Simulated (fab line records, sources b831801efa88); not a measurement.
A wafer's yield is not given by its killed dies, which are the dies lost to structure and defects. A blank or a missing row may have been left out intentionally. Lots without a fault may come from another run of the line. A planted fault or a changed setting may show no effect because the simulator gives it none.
A lot that was struck, set against a sound lot | flow gf180mcu | 15 steps out of a route of 602
Sound: the wafers L289.1, L289.4, L289.6. Struck: wafer L298.2 (left out: L298.4, L298.5 of the same lot, which were not struck); the cause appears at the end.
For every step that has rows: the tool of each side, followed by ch and its chambers, followed by its first start. Under that, the readings that differ: sound wafers | struck wafers | difference of the means | sigmas: that difference in standard deviations of wafers without a fault.
alike: readings with means less than 2 such deviations apart, plus words and numbers identical on both sides. not compared: withheld readings, readings lacking a value on some wafer, bounds such as >300 that could conceal the same value, and numbers that have no deviation in the record and whose values overlap.
A row with sigmas, a row that says differs or no value, or rows on one side alone: a step with any of these is where the two part. Numbers that have no deviation but don't overlap get no sigmas and don't part them. Lack of a reading on every wafer of one side parts them only where that side has two or more wafers.

GF_V4_CMP_04: polishes SiO2.
  sound on cmp-02 ch 1,2, day 24 06:41; struck on cmp-01 ch 1, day 27 09:20
  alike: motor-current-A, retaining-ring-pressure-frac, time-to-endpoint-s
GF_V4_BOW_MEAS_05:
  sound: film-metro-03 at day 24 06:56; struck: film-metro-02 at day 27 09:34
  reading     | sound       | struck | difference | sigmas
  V4_BOW (um) | 155 150 145 | 120    | -30        | -3
then, 8 steps without rows for these wafers: GF_V4_DEHYDRATE_06 (time 60 s); GF_V4_HMDS_07 (prime time 60 s); GF_V4_COAT_08; GF_V4_COAT_09 (resist thk 1000 nm); GF_V4_SOFTBAKE_10 (time 60 s); GF_V4_EXPOSE_11 (exposes mask Via4, target cd 260 nm); GF_V4_PEB_12 (peb time 87.89 s); GF_V4_DEVELOP_13 (develop time 60 s).
GF_V4_CD_MEAS_14 targets a cd of 260 nm.
  sound: cd-sem-02 at day 25 05:13; struck: cd-sem-01 at day 28 05:56
  alike: cd-nm
GF_V4_OVL_MEAS_15:
  sound: overlay-02 at day 25 05:20; struck: overlay-01 at day 28 06:02
  alike: V4_OVL
GF_V4_ETCH_16: etches BARC in N2/H2.
  sound on rie-diel-02 ch 2,3, day 25 05:22; struck on rie-diel-02 ch 3, day 28 06:04
  reading            | sound             | struck | difference | sigmas
  rf-fwd-power-W (W) | 492.7 493.2 493.2 | 573.9  | +80.9      | +39
  alike: chamber-pressure-mTorr, drypump-motor-current-A, oes-product-au, throttle-valve-pct
GF_V4_ETCH_17: etches SiO2 in C4F8/O2/Ar, stops on TiN, target depth 630 nm.
  sound on rie-diel-02 ch 2,3; struck on rie-diel-02 ch 3
  alike: chamber-pressure-mTorr, oes-product-au, rf-fwd-power-W
-- the record jumps here: 4 days lie between the struck wafers' starts before and after (it left off in module V4 and takes up again in module PASSIVATION, whose first step shown is number 602 of the route) --
GF_PASSIVATION_PROBE_99:
  record: rows for the struck wafers here (prober-02, day 32 08:55), none for the sound ones

== WHERE THEY PART ==
Last at GF_PASSIVATION_PROBE_99 as far as this record goes, first at GF_V4_BOW_MEAS_05.

WHY: whatever the simulator had introduced
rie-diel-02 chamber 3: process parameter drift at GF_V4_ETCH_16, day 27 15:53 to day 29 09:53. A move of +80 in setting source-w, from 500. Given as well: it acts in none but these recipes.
